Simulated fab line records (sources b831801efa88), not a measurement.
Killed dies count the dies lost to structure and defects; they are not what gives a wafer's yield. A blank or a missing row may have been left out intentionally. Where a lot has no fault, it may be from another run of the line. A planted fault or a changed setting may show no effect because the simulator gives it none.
Which tool is to blame? ; flow sky130 ; Sampling: 14 lots, 42 wafers, 4 of 708 route steps

WHAT EACH GAUGE READ, for each wafer
SKY_VT_ADJUST_PCH_TW_MEAS_10.
lot;measured;on;VT_ADJUST_PCH_TW
L556;day 10 15:41;filmMetro-03;142.8 142.4 142.5
L557;day 10 23:10;filmMetro-03;141.5 142.2 141.8
L559;day 11 12:58;filmMetro-02;143.6 143.3 143.8
L561;day 12 16:34;filmMetro-04;143.4 143.4 142.8
L562;day 12 17:07;filmMetro-04;143.9 142.6 142.6
L563;day 12 22:52;filmMetro-02;142.9 143.2 143.0
L569;day 14 19:52;filmMetro-02;143.7 144.5 144.7
L570;day 15 05:13;filmMetro-02;143.9 143.5 144.2
L571;day 15 10:51;filmMetro-03;141.2 141.0 142.0
L572;day 15 19:25;filmMetro-03;142.1 140.9 141.1
L573;day 15 23:03;filmMetro-04;142.7 141.9 142.4
L574;day 16 14:52;filmMetro-02;143.3 143.8 142.8
L575;day 17 07:09;filmMetro-02;143.1 142.6 143.6
L578;day 17 22:17;filmMetro-02;143.4 143.2 143.6

SKY_POLY_GATE_OVL_MEAS_14.
lot;measured;on;POLY_GATE_OVL (nm)
L556;day 16 18:50;overlay-02;12 7 6
L557;day 16 21:07;overlay-02;11 6 12
L559;day 18 17:21;overlay-02;11 11 8
L561;day 19 00:50;overlay-02;3 2 3
L562;day 19 00:49;overlay-01;10 8 7
L563;day 19 05:34;overlay-02;8 5 4
L569;day 21 07:53;overlay-01;-1 -1 2
L570;day 23 01:43;overlay-01;-7 -11 -7
L571;day 22 22:17;overlay-01;11 5 -3
L572;day 23 00:41;overlay-02;7 11 5
L573;day 23 05:35;overlay-02;6 8 6
L574;day 23 10:43;overlay-02;1 3 2
L575;day 24 03:59;overlay-02;8 9 10
L578;day 24 20:36;overlay-02;-3 -2 3

TOOL THAT RAN EACH LOT (tool first, then ch and the chambers of the sampled wafers, then the start)
lot;SKY_RES_PROTECT_PEB_05;SKY_RES_PROTECT_STRIP_07
L556;lithoTrack-02 ch 0, day 15 12:19;plasmaAsher-02 ch 1, day 15 12:44
L557;lithoTrack-02 ch 0, day 15 14:11;plasmaAsher-02 ch 0,1, day 15 14:38
L559;lithoTrack-02 ch 0, day 16 08:25;plasmaAsher-04 ch 0,1, day 16 08:50
L561;lithoTrack-04, day 17 15:46;plasmaAsher-03 ch 0,1, day 17 16:13
L562;lithoTrack-02, day 17 15:34;plasmaAsher-04 ch 0,1, day 17 15:59
L563;lithoTrack-03 ch 0, day 17 18:38;plasmaAsher-02 ch 0,1, day 17 19:05
L569;lithoTrack-04 ch 0, day 19 23:31;plasmaAsher-03 ch 0,1, day 19 23:58
L570;lithoTrack-04 ch 0, day 21 15:29;plasmaAsher-02 ch 0,1, day 21 15:55
L571;lithoTrack-02 ch 0, day 21 12:59;plasmaAsher-04 ch 0,1, day 21 13:26
L572;lithoTrack-03 ch 0, day 21 15:14;plasmaAsher-04 ch 0,1, day 21 15:41
L573;lithoTrack-03 ch 0, day 21 19:05;plasmaAsher-02 ch 0,1, day 21 19:32
L574;lithoTrack-02 ch 0, day 21 22:35;plasmaAsher-02 ch 0,1, day 21 23:01
L575;lithoTrack-04 ch 0, day 22 19:19;plasmaAsher-04 ch 0,1, day 22 19:46
L578;lithoTrack-04 ch 0, day 23 11:41;plasmaAsher-02 ch 1, day 23 12:07
- SKY_RES_PROTECT_PEB_05
- SKY_RES_PROTECT_STRIP_07: strips in O2/N2.

AS READ BY THE TOOLS THEMSELVES (means over the sampled wafers that have a number; for cases with no such wafer, the mark the record gives instead)
SKY_RES_PROTECT_PEB_05.
lot;tool;exhaustPa (Pa)
L556;lithoTrack-02;44.8
L557;lithoTrack-02;46.3
L559;lithoTrack-02;44.5
L561;lithoTrack-04;-
L562;lithoTrack-02;-
L563;lithoTrack-03;44.5
L569;lithoTrack-04;45.5
L570;lithoTrack-04;45.2
L571;lithoTrack-02;44.8
L572;lithoTrack-03;44.9
L573;lithoTrack-03;45.0
L574;lithoTrack-02;44.4
L575;lithoTrack-04;47.3
L578;lithoTrack-04;44.6

SKY_RES_PROTECT_STRIP_07.
lot;tool;drypumpMotorCurrentA (A);n2FlowSccm (sccm);oesProductAu (a.u.);stripTimeToEndpointS (s)
L556;plasmaAsher-02;5.6;300.0;0.516;23.38
L557;plasmaAsher-02;5.1;299.5;0.519;23.34
L559;plasmaAsher-04;6.1;299.5;0.516;23.28
L561;plasmaAsher-03;5.6;299.9;0.519;23.31
L562;plasmaAsher-04;6.1;299.8;0.518;23.32
L563;plasmaAsher-02;5.4;300.4;0.516;23.29
L569;plasmaAsher-03;5.6;300.3;0.514;23.29
L570;plasmaAsher-02;5.2;299.6;0.516;23.31
L571;plasmaAsher-04;6.0;300.0;0.518;23.31
L572;plasmaAsher-04;6.1;300.2;0.523;23.38
L573;plasmaAsher-02;5.4;300.4;0.516;23.27
L574;plasmaAsher-02;5.4;299.8;0.519;23.28
L575;plasmaAsher-04;6.1;300.3;0.516;23.33
L578;plasmaAsher-02;5.6;300.0;0.521;23.28

THE ANSWER, worked out from the rows above alone
Rule: what is usual is taken from the lots themselves. The widest of any qualifying gaps counts: lots, ordered by their means at a reading, are off when they make up no more than a third of the lots, leave a main group of 4 or more, and stand apart from it by 3 or more times the standard deviation of that group's means. A main group is skipped when, at the precision printed for the reading in the tables above, its means are all equal. Also off: a lot with no number at a reading for which 4 or more lots have one. All remaining lots with rows at the step are treated as sound. The gauges are gone through in route order, then the tools' own readings, and for those a lot's mean is taken as printed above. At the first step where some lot is off, the reading lying furthest off is the one used; lots without a number count as furthest.
Off: L561, L562 (SKY_RES_PROTECT_PEB_05, exhaustPa). Without a number there: L561, L562. Mean 45.1 Pa and standard deviation 0.82 in the main group.
If a tool, at that step or one of the process steps before it, ran each lot that is off and ran no sound lot following the first of them, it fits. No candidate that was tried fits.

WHAT THE SIMULATOR HAD INSERTED
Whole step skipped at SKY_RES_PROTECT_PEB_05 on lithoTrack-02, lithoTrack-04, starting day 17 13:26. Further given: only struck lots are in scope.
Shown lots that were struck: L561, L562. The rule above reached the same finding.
